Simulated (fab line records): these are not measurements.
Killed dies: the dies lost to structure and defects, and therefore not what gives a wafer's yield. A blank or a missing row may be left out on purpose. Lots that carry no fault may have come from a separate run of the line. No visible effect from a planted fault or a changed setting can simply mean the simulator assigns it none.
Chamber matching / flow sky130 / rie-si-02 running SKY_FIELD_ISO_ETCH_17: 4 sister chambers
The step etches Si in HBr/Cl2/O2, target depth 342 nm, time 97.7 s. 4 wafers are shown with their chamber, then 8 later ones without.

## WAFERS PAIRED WITH THEIR CHAMBERS
wafer=L198.1; chamber=2; drypump-motor-current-A (A)=6.4
wafer=L199.6; chamber=0; drypump-motor-current-A (A)=5.8
wafer=L201.2; chamber=1; drypump-motor-current-A (A)=5.3
wafer=L201.6; chamber=3; drypump-motor-current-A (A)=6.3

## WAFERS MISSING THEIR CHAMBER
wafer=L202.2; drypump-motor-current-A (A)=5.3
wafer=L202.4; drypump-motor-current-A (A)=6.3
wafer=L202.5; drypump-motor-current-A (A)=5.4
wafer=L203.1; drypump-motor-current-A (A)=5.3
wafer=L203.3; drypump-motor-current-A (A)=5.8
wafer=L203.4; drypump-motor-current-A (A)=6.4
wafer=L206.3; drypump-motor-current-A (A)=6.5
wafer=L206.5; drypump-motor-current-A (A)=6.5

## CHAMBER TAKEN BY EACH
wafer=L202.2; from the rows above=1; in truth=1
wafer=L202.4; from the rows above=can't be placed: 3 or 2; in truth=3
wafer=L202.5; from the rows above=1; in truth=1
wafer=L203.1; from the rows above=1; in truth=1
wafer=L203.3; from the rows above=0; in truth=0
wafer=L203.4; from the rows above=can't be placed: 2 or 3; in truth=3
wafer=L206.3; from the rows above=can't be placed: 2 or 3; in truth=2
wafer=L206.5; from the rows above=can't be placed: 2 or 3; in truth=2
Correct placement for 4 of the 8. Not placeable from these rows: 4 (in 4, the candidates include the true chamber). 0 placed wrongly.
How it was worked out, from the rows above alone: a wafer's distance from a chamber is the root of the sum, over the readings, of the square of ((its reading less the chamber's mean) divided by the reading's scatter). If the next closest chamber is less than 2 further off than the closest, the wafer can't be placed; otherwise it belongs to the closest. For every chamber, the mean is computed from those of its wafers that are shown. The scatter: with one shown wafer a chamber, the root of the mean of the squares of how far each hidden wafer lies from its nearest shown one.
